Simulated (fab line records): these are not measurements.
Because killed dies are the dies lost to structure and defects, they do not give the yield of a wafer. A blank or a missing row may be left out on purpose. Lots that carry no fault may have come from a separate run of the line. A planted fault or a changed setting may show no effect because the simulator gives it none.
One fault through the eyes of 2 desks    flow gf180mcu    each desk has only its own numbers; what lay behind them comes last

== METROLOGY DESK ==
What the gauges read, lot by lot, whatever tool the lot ran on: means of the sampled wafers that have a number. Any lot whose mean is over 4 standard deviations away from the usual mean is out of limits and marked OUT; that distance is given in the brackets.
Columns: A = V5_W_RS at GF_V5_RS_MEAS_24, usual 0.327 ohm/sq; B = V5_W_THK at GF_V5_THK_MEAS_25, usual 355 nm; C = TOP_METAL_OVL at GF_TOP_METAL_OVL_MEAS_15, usual -0.1 nm
lot   first seen here  A                B              C
L697  day 28 00:12     0.328            351            -0.6
L698  day 28 09:44     0.329            357            -0.8
L699  day 28 19:43     0.322            366            -1.7
L700  day 29 03:04     0.330            354            -0.4
L702  day 29 16:22     0.323            356            -0.4
L703  day 30 02:20     0.320            366            -0.3
L704  day 30 08:05     0.329            351            0.1
L706  day 30 18:28     0.240 (-14) OUT  480 (+17) OUT  -2.1
L708  day 31 12:20     0.238 (-14) OUT  480 (+16) OUT  -1.9
L715  day 33 08:13     0.329            357            2.3
L717  day 33 15:23     0.326            357            -2.0
This desk finds L706, L708 out of limits, with the earliest case on L706 at day 30 18:28 (V5_W_RS at GF_V5_RS_MEAS_24). L697, L698, L699, L700, L702, L703, L704, L715, L717: within limits.

== FOR THE TOOL OWNER'S DESK: cvdW-02 ==
The tool's own readings at GF_V5_CVD_23 (deposits W, target thk 350 nm, time 104.9 s): means of the sampled wafers that have a number, for each lot that ran on this tool. Any lot whose mean is over 4 standard deviations away from the usual mean is out of limits and marked OUT; that distance is given in the brackets.
Columns: A = heaterPowerW at GF_V5_CVD_23, usual 862 W
lot   first seen here  A
L697  day 28 00:05     881
L698  day 28 09:37     888
L700  day 29 02:58     889
L702  day 29 16:16     884
L704  day 30 07:57     872
L706  day 30 18:20     916
L708  day 31 12:12     914
L717  day 33 15:15     901
This desk found nothing out of limits on any of the 8 lots.

== PUT TOGETHER ==
L706, L708 would have let the metrology desk raise an alarm at day 30 18:28.
The tool owner's desk saw nothing out of limits.
Tool owner's desk: L706, L708 on record, inside its limits.
Of the lots named, all ran GF_V5_CVD_23 on cvdW-02.

== WHAT WAS PUT IN BY THE SIMULATOR ==
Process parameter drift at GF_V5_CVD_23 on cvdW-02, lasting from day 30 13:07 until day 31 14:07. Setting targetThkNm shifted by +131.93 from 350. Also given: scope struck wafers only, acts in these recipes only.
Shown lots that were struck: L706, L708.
Delay in hours, fault start to first out-of-limits reading, per desk: metrology desk 5.
